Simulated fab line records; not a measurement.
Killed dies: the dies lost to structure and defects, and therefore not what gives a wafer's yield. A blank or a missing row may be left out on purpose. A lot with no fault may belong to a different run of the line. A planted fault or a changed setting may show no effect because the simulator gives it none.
Which tool was responsible? + flow gf180mcu + 24 lots, 72 wafers sampled, at 4 steps of a route of 602

## WHAT THE GAUGES READ, wafer by wafer
GF_STI_THK_MEAS_30. Usual: STI_OXIDATION_02_THK typically reads 10.07 nm, with standard deviation 0.28.
| lot  | measured    | on           | STI_OXIDATION_02_THK (nm) | flag |
|------|-------------|--------------|---------------------------|------|
| L074 | day 2 07:23 | filmMetro-04 | 10.41 10.39 10.50         |      |
| L075 | day 2 11:11 | filmMetro-01 | 10.25 10.12 10.31         |      |
| L076 | day 2 16:42 | filmMetro-04 | 10.06 10.07 10.03         |      |
| L077 | day 2 20:49 | filmMetro-04 | 10.08 10.06 9.88          |      |
| L078 | day 3 02:45 | filmMetro-01 | 10.29 10.55 10.46         |      |
| L079 | day 3 07:44 | filmMetro-02 | 10.05 10.19 10.16         |      |
| L080 | day 3 13:43 | filmMetro-02 | 10.25 10.34 10.28         |      |
| L081 | day 3 17:24 | filmMetro-01 | 10.44 10.52 10.50         |      |
| L082 | day 4 00:43 | filmMetro-04 | 10.15 10.06 10.35         |      |
| L083 | day 4 04:06 | filmMetro-04 | 9.65 9.89 9.71            |      |
| L084 | day 4 10:22 | filmMetro-01 | 10.00 10.11 10.00         |      |
| L085 | day 4 15:51 | filmMetro-01 | 10.27 10.26 10.49         |      |
| L086 | day 4 19:29 | filmMetro-04 | 10.35 10.37 10.30         |      |
| L087 | day 5 00:22 | filmMetro-04 | 9.82 9.83 9.89            |      |
| L088 | day 5 05:23 | filmMetro-01 | 9.98 9.82 9.66            |      |
| L089 | day 5 11:26 | filmMetro-02 | 9.77 9.63 9.69            |      |
| L090 | day 5 17:06 | filmMetro-04 | 10.03 9.94 9.99           |      |
| L091 | day 5 21:59 | filmMetro-01 | 9.71 9.64 9.66            |      |
| L092 | day 6 02:51 | filmMetro-02 | 10.35 10.26 10.18         |      |
| L093 | day 6 08:43 | filmMetro-02 | 9.92 10.00 9.86           |      |
| L094 | day 6 13:11 | filmMetro-04 | 10.23 10.10 10.00         |      |
| L095 | day 6 17:55 | filmMetro-04 | 9.90 9.82 10.01           |      |
| L096 | day 6 22:59 | filmMetro-01 | 9.88 9.83 9.88            |      |
| L097 | day 7 05:53 | filmMetro-02 | 9.75 9.81 9.59            |      |

GF_SAB_CD_MEAS_09: the cd target is 420 nm. Usual: cdNm reads 420.0 nm (standard deviation 2.4).
| lot  | measured     | on       | cdNm (nm)         | flag |
|------|--------------|----------|-------------------|------|
| L074 | day 15 01:10 | cdSem-01 | 416.8 416.4 419.5 |      |
| L075 | day 15 17:10 | cdSem-01 | 421.5 421.6 420.7 |      |
| L076 | day 15 21:05 | cdSem-02 | 422.4 422.5 421.2 |      |
| L077 | day 16 02:16 | cdSem-02 | 418.1 417.1 417.0 |      |
| L078 | day 16 17:23 | cdSem-02 | 422.9 420.0 416.7 |      |
| L079 | day 16 21:55 | cdSem-01 | 418.2 420.2 419.5 |      |
| L080 | day 17 14:16 | cdSem-02 | 418.5 419.3 419.7 |      |
| L081 | day 17 18:40 | cdSem-01 | 419.7 419.1 418.4 |      |
| L082 | day 17 23:49 | cdSem-02 | 423.9 422.6 420.8 |      |
| L083 | day 18 04:56 | cdSem-01 | 420.8 421.6 421.1 |      |
| L084 | day 18 18:02 | cdSem-01 | 425.5 425.7 422.9 |      |
| L085 | day 19 01:17 | cdSem-01 | 423.2 422.4 421.3 |      |
| L086 | day 19 06:46 | cdSem-01 | 417.8 418.9 415.3 |      |
| L087 | day 19 22:13 | cdSem-01 | 417.5 416.4 416.2 |      |
| L088 | day 20 06:34 | cdSem-02 | 415.4 415.9 416.6 |      |
| L089 | day 21 02:46 | cdSem-02 | 421.3 420.5 421.3 |      |
| L090 | day 21 04:29 | cdSem-01 | 421.1 419.7 421.1 |      |
| L091 | day 21 06:41 | cdSem-01 | 419.6 423.5 419.2 |      |
| L092 | day 22 00:29 | cdSem-01 | 421.1 423.5 423.5 |      |
| L093 | day 22 08:04 | cdSem-02 | 421.1 420.2 419.8 |      |
| L094 | day 22 07:46 | cdSem-02 | 423.6 422.3 424.9 |      |
| L095 | day 22 13:08 | cdSem-02 | 419.3 418.4 418.2 |      |
| L096 | day 23 03:02 | cdSem-01 | 418.7 420.0 420.0 |      |
| L097 | day 23 06:55 | cdSem-01 | 421.2 422.7 422.4 |      |

GF_CONTACT_CD_MEAS_14: the cd target is 220 nm. Usual: cdNm reads 220.1 nm (standard deviation 1.5).
| lot  | measured     | on       | cdNm (nm)         | flag |
|------|--------------|----------|-------------------|------|
| L074 | day 16 01:04 | cdSem-02 | 219.5 220.8 219.6 |      |
| L075 | day 16 17:41 | cdSem-02 | 221.2 220.6 221.5 |      |
| L076 | day 16 21:13 | cdSem-02 | 218.6 217.9 218.2 |      |
| L077 | day 17 03:07 | cdSem-01 | 219.7 222.5 221.4 |      |
| L078 | day 17 17:49 | cdSem-01 | 217.8 217.9 216.6 |      |
| L079 | day 17 22:01 | cdSem-01 | 217.6 217.8 217.7 |      |
| L080 | day 18 15:28 | cdSem-01 | 220.2 221.2 221.1 |      |
| L081 | day 18 20:26 | cdSem-01 | 220.5 220.2 218.7 |      |
| L082 | day 19 01:46 | cdSem-01 | 220.6 221.8 220.7 |      |
| L083 | day 19 06:31 | cdSem-01 | 219.3 218.5 219.7 |      |
| L084 | day 20 00:31 | cdSem-02 | 221.4 219.8 220.1 |      |
| L085 | day 20 03:17 | cdSem-01 | 222.6 223.2 222.4 |      |
| L086 | day 20 07:53 | cdSem-02 | 220.9 218.2 221.5 |      |
| L087 | day 21 00:10 | cdSem-02 | 220.0 220.8 219.7 |      |
| L088 | day 21 08:17 | cdSem-02 | 219.6 218.4 219.1 |      |
| L089 | day 22 04:13 | cdSem-02 | 221.7 221.4 221.6 |      |
| L090 | day 22 06:01 | cdSem-02 | 220.4 220.1 220.5 |      |
| L091 | day 22 08:11 | cdSem-01 | 222.2 221.2 221.1 |      |
| L092 | day 23 01:13 | cdSem-02 | 219.5 219.5 220.1 |      |
| L093 | day 23 08:37 | cdSem-01 | 218.0 219.5 218.9 |      |
| L094 | day 23 08:19 | cdSem-02 | 219.1 220.3 219.1 |      |
| L095 | day 23 13:46 | cdSem-02 | 220.4 219.2 220.0 |      |
| L096 | day 24 03:13 | cdSem-01 | 219.2 221.3 221.0 |      |
| L097 | day 24 06:59 | cdSem-01 | 218.3 218.7 220.4 |      |

## EACH LOT AND THE TOOL THAT RAN IT (in order: tool; ch and the chambers of the sampled wafers; start)
| lot  | GF_SAB_STRIP_13                     |
|------|-------------------------------------|
| L074 | plasmaAsher-03 ch 0,1, day 15 01:29 |
| L075 | plasmaAsher-02 ch 0, day 15 17:29   |
| L076 | plasmaAsher-03 ch 0,1, day 15 21:25 |
| L077 | plasmaAsher-03 ch 0,1, day 16 02:35 |
| L078 | plasmaAsher-04 ch 0,1, day 16 17:41 |
| L079 | plasmaAsher-04 ch 0,1, day 16 22:13 |
| L080 | plasmaAsher-04 ch 0,1, day 17 14:34 |
| L081 | plasmaAsher-03 ch 0,1, day 17 19:07 |
| L082 | plasmaAsher-02 ch 0,1, day 18 00:08 |
| L083 | plasmaAsher-03 ch 0, day 18 05:14   |
| L084 | plasmaAsher-02 ch 0,1, day 18 18:20 |
| L085 | plasmaAsher-03 ch 0, day 19 01:35   |
| L086 | plasmaAsher-03 ch 1, day 19 07:05   |
| L087 | plasmaAsher-02 ch 0,1, day 19 22:32 |
| L088 | plasmaAsher-04 ch 0,1, day 20 06:50 |
| L089 | plasmaAsher-04 ch 0,1, day 21 03:11 |
| L090 | plasmaAsher-04 ch 0,1, day 21 04:55 |
| L091 | plasmaAsher-02 ch 0,1, day 21 06:59 |
| L092 | plasmaAsher-02 ch 0,1, day 22 00:55 |
| L093 | plasmaAsher-04 ch 0,1, day 22 08:23 |
| L094 | plasmaAsher-02 ch 0,1, day 22 08:05 |
| L095 | plasmaAsher-02 ch 0, day 22 13:26   |
| L096 | plasmaAsher-03 ch 0,1, day 23 03:30 |
| L097 | plasmaAsher-02 ch 0,1, day 23 07:14 |
- GF_SAB_STRIP_13: strips in O2/N2.

## AS READ BY THE TOOLS THEMSELVES (means over the sampled wafers that have a number; for cases with no such wafer, the mark the record gives instead)
GF_SAB_STRIP_13. Usual: drypumpMotorCurrentA 5.8 A, standard deviation 0.4; heaterPowerW 357 W, standard deviation 38; oesProductAu 0.709 a.u., standard deviation 0.0041; stripTimeToEndpointS 12.61 s, standard deviation 0.034.
| lot  | tool           | drypumpMotorCurrentA (A) | heaterPowerW (W) | oesProductAu (a.u.) | stripTimeToEndpointS (s) | flag |
|------|----------------|--------------------------|------------------|---------------------|--------------------------|------|
| L074 | plasmaAsher-03 | 5.5                      | 322              | 0.706               | 12.55                    |      |
| L075 | plasmaAsher-02 | 5.6                      | 396              | 0.710               | 12.61                    |      |
| L076 | plasmaAsher-03 | 5.5                      | 311              | 0.706               | 12.62                    |      |
| L077 | plasmaAsher-03 | 5.5                      | 319              | 0.705               | 12.59                    |      |
| L078 | plasmaAsher-04 | 6.4                      | 346              | 0.709               | 12.61                    |      |
| L079 | plasmaAsher-04 | 6.4                      | 348              | 0.708               | 12.58                    |      |
| L080 | plasmaAsher-04 | 6.5                      | 347              | 0.709               | 12.56                    |      |
| L081 | plasmaAsher-03 | 5.5                      | 315              | 0.710               | 12.62                    |      |
| L082 | plasmaAsher-02 | 5.7                      | 409              | 0.706               | 12.60                    |      |
| L083 | plasmaAsher-03 | 5.5                      | 311              | 0.707               | 12.60                    |      |
| L084 | plasmaAsher-02 | 5.7                      | 402              | 0.711               | 12.57                    |      |
| L085 | plasmaAsher-03 | 5.5                      | 318              | 0.706               | 12.61                    |      |
| L086 | plasmaAsher-03 | 5.5                      | 318              | 0.709               | 12.61                    |      |
| L087 | plasmaAsher-02 | 5.7                      | 400              | 0.707               | 12.58                    |      |
| L088 | plasmaAsher-04 | 6.4                      | 345              | 0.709               | 12.62                    |      |
| L089 | plasmaAsher-04 | 6.5                      | 352              | 0.709               | 12.61                    |      |
| L090 | plasmaAsher-04 | 6.5                      | 353              | 0.708               | 12.63                    |      |
| L091 | plasmaAsher-02 | 5.7                      | 402              | 0.711               | 12.62                    |      |
| L092 | plasmaAsher-02 | 5.7                      | 399              | 0.713               | 12.67                    |      |
| L093 | plasmaAsher-04 | 6.5                      | 351              | 0.716               | 12.57                    |      |
| L094 | plasmaAsher-02 | 5.7                      | 406              | 0.706               | 12.65                    |      |
| L095 | plasmaAsher-02 | 5.6                      | 392              | 0.707               | 12.64                    |      |
| L096 | plasmaAsher-03 | 5.5                      | 317              | 0.708               | 12.61                    |      |
| L097 | plasmaAsher-02 | 5.7                      | 404              | 0.707               | 12.58                    |      |

## THE ANSWER, worked out from the rows above alone
Rule: lot off if the mean of its wafers having a number is beyond 3 standard deviations from the usual mean. A lot without any number at a reading at which 4 lots or more have one is off too. All remaining lots with rows at the step are treated as sound. Order of review: gauges by route order, followed by the tools' own readings, for which a lot's mean as printed above is used. The first step at which some lot is off is used, and at that step the reading that is off furthest; a lot without a number counts as furthest.
Nothing can be told from this: no lot is off at any reading shown.

## WHAT THE SIMULATOR PUT IN
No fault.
